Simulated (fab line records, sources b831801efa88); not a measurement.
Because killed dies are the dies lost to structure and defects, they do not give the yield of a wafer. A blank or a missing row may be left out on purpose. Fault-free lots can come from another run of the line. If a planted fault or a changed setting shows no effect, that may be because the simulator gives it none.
Split-lot experiment -- flow sky130 -- 5 lots, 23 wafers read, on a route of 708 steps

== ON THE SPLIT ==
At SKY_LOCAL_INTERCONNECT_COAT_05 (resist thk 60 nm), the setting resist thk nm was moved away from the recipe's 60 nm on 8 of the 23 wafers read, by -4.9% to +4.1%. The other wafers ran this setting at the recipe's value.

Split to reading: the file shows no intervening step.

== THE READING ==
oes product au, in a.u., at SKY_LOCAL_INTERCONNECT_ETCH_13 (etches BARC in N2/H2, stops on SiO2, time 45.9 s, target depth 60 nm). Typical for fault-free wafers on this fab line: 0.854 a.u., with standard deviation 0.0048 a.u.

wafer,"tool, chamber at the split","resist thk nm as run, nm",against the recipe,"oes product au, a.u.",against lot-mates on the recipe
L074.1,"litho track-02, 0",60,recipe,0.853,-
L074.2,"litho track-02, 0",60,recipe,0.850,-
L074.3,"litho track-02, 0",60,recipe,0.852,-
L074.4,"litho track-02, 0",57.03,-4.9%,0.829,-0.023
L074.6,"litho track-02, 0",57.03,-4.9%,0.834,-0.018
L077.1,"litho track-03, 0",60,recipe,0.860,-
L077.2,"litho track-03, 0",62.44,+4.1%,0.882,+0.027
L077.3,"litho track-03, 0",62.44,+4.1%,0.870,+0.015
L077.4,"litho track-03, 0",60,recipe,0.851,-
L077.5,"litho track-03, 0",62.44,+4.1%,0.877,+0.022
L079.1,"litho track-03, 0",60,recipe,0.849,-
L079.4,"litho track-03, 0",60,recipe,0.843,-
L079.5,"litho track-03, 0",60,recipe,0.852,-
L080.1,"litho track-01, 0",60,recipe,0.853,-
L080.2,"litho track-01, 0",60,recipe,0.861,-
L080.4,"litho track-01, 0",60,recipe,0.854,-
L080.5,"litho track-01, 0",60,recipe,0.850,-
L080.6,"litho track-01, 0",60,recipe,0.851,-
L085.1,"litho track-01, 0",60,recipe,0.855,-
L085.2,"litho track-01, 0",61.36,+2.3%,0.873,+0.018
L085.3,"litho track-01, 0",60,recipe,0.854,-
L085.4,"litho track-01, 0",61.36,+2.3%,0.871,+0.016
L085.6,"litho track-01, 0",61.36,+2.3%,0.857,+0.002

THE FIT
A straight line over all 23 wafers: oes product au changes by +0.00515 a.u. for each +1% of resist thk nm; r = +0.92; the points scatter about the line by 0.0051 a.u.
The same after taking each lot's own level away (the mean of its wafers on the recipe; 23 wafers): +0.00467 a.u. for each +1%; r = +0.92; scatter 0.0045 a.u.
According to that fit, moving resist thk nm by its largest amount changes the reading by 0.023 a.u.
The span of the lots' own levels, 0.8480 to 0.8555 a.u., comes to 1.6 times the standard deviation stated above.
Thus the slope moves with the lot-to-lot level: the two fits are different.
Check: -0.0222 a.u. against its lot-mates is what the line predicts for one of the wafers moved furthest among these (-4.9%) when that wafer is left out of the fit. Against them it came out at -0.0227 a.u.

== THE OTHER SPLITS THESE WAFERS WENT THROUGH ==
Before the reading, these wafers also passed through other splits. Each is held against what the fit with the lots' levels taken away leaves over:
other split on the same wafers,wafers away from the commonest value,r with oes product au (lot level and that fit taken away)
SKY_LI_CONTACT_SPUTTER_19 time s,8,+0.22

== THE FILE'S OWN FIT ==
oes product au changes by +0.00461 a.u. for each +1% of resist thk nm, r = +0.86.
